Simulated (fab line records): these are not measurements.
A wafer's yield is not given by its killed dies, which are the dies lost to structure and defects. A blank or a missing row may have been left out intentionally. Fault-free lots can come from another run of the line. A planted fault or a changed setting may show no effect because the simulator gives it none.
A lot that was struck, set against a sound lot / flow gf180mcu / 15 steps out of a route of 602
Sound: the wafers L120.2, L120.5, L120.6. Wafers struck: L108.2, L108.3, L108.4. The cause is given at the end.
Each step with rows lists, per side, the tool, then ch with its chambers, then its first start. Under that, the readings that differ: sound wafers / struck wafers / difference of the means / sigmas: that difference in standard deviations of wafers without a fault.
alike: a reading whose means differ by less than 2 such deviations, as well as words and numbers matching on both sides. not compared: withheld readings; readings where some wafer has no value; bounds like >300 that might hide an equal value; numbers whose values overlap and for which the record gives no deviation.
The two part at a step that has a row with sigmas, a row that says differs or no value, or rows on one side only. Non-overlapping numbers with no deviation appear without sigmas and do not part them. A reading missing from all wafers of one side parts the sides only when that side holds two or more wafers.

first, 6 steps without rows for these wafers: GF_M4_HMDS_08 (prime time 60 s); GF_M4_COAT_09 (resist thk 1000 nm); GF_M4_SOFTBAKE_10 (time 60 s); GF_M4_EXPOSE_11 (exposes mask Metal4, target cd 280 nm); GF_M4_PEB_12 (peb time 90 s); GF_M4_DEVELOP_13 (develop time 60 s).
GF_M4_CD_MEAS_14: the cd target is 280 nm.
  sound on cdSem-02 at day 29 04:43; struck on cdSem-02 at day 25 13:53
  alike: cdNm
GF_M4_OVL_MEAS_15:
  sound on overlay-01 at day 29 04:49; struck on overlay-02 at day 25 14:00
  alike: M4_OVL
GF_M4_METAL_ETCH_16: etches the open film in Cl2/BCl3, stops on SiO2, target depth 627.5 nm, time 104.6 s.
  sound on rieMetal-04 ch 0,1, day 29 04:51; struck on rieMetal-04 ch 0,1, day 25 14:02
  alike: biasW, drypumpMotorCurrentA, oesProductAu, throttleValvePct
  not compared: rfHoursCounterH
GF_M4_STRIP_17: strips in O2/N2.
  sound on plasmaAsher-04 ch 0,1, day 29 04:58; struck on plasmaAsher-03 ch 0,1, day 25 14:08
reading=stripTimeToEndpointS (s); sound=7.91 7.82 7.90; struck=7.78 7.82 7.79; difference=-0.08; sigmas=-2
  alike: drypumpMotorCurrentA, heaterPowerW, oesProductAu
  not compared: rfHoursCounterH
then, 2 steps without rows for these wafers: GF_M4_STRIP_18 (strips in post etch residue remover, time 1200 s); GF_M4_CLEAN_19 (cleans in DIW).
GF_V4_CVD_00: deposits SiO2, target thk 600 nm, time 100 s.
  sound on hdpcvd-02 ch 0,1, day 29 05:30; struck on hdpcvd-01 ch 0,2, day 25 14:55
  alike: susceptorTempC
GF_V4_THK_MEAS_01:
  sound on filmMetro-02 at day 29 05:35; struck on filmMetro-03 at day 25 15:19
reading=V4_CVD_00_THK (nm); sound=608 600 604; struck=1214 1205 1213; difference=+607; sigmas=+99 or more
GF_PASSIVATION_PROBE_99:
  the record holds rows for the sound wafers here (prober-02, day 33 22:04) but none for the struck ones

## WHERE THEY PART
Earliest at GF_M4_STRIP_17; latest, in this record, at GF_PASSIVATION_PROBE_99.

WHY: whatever the simulator had introduced
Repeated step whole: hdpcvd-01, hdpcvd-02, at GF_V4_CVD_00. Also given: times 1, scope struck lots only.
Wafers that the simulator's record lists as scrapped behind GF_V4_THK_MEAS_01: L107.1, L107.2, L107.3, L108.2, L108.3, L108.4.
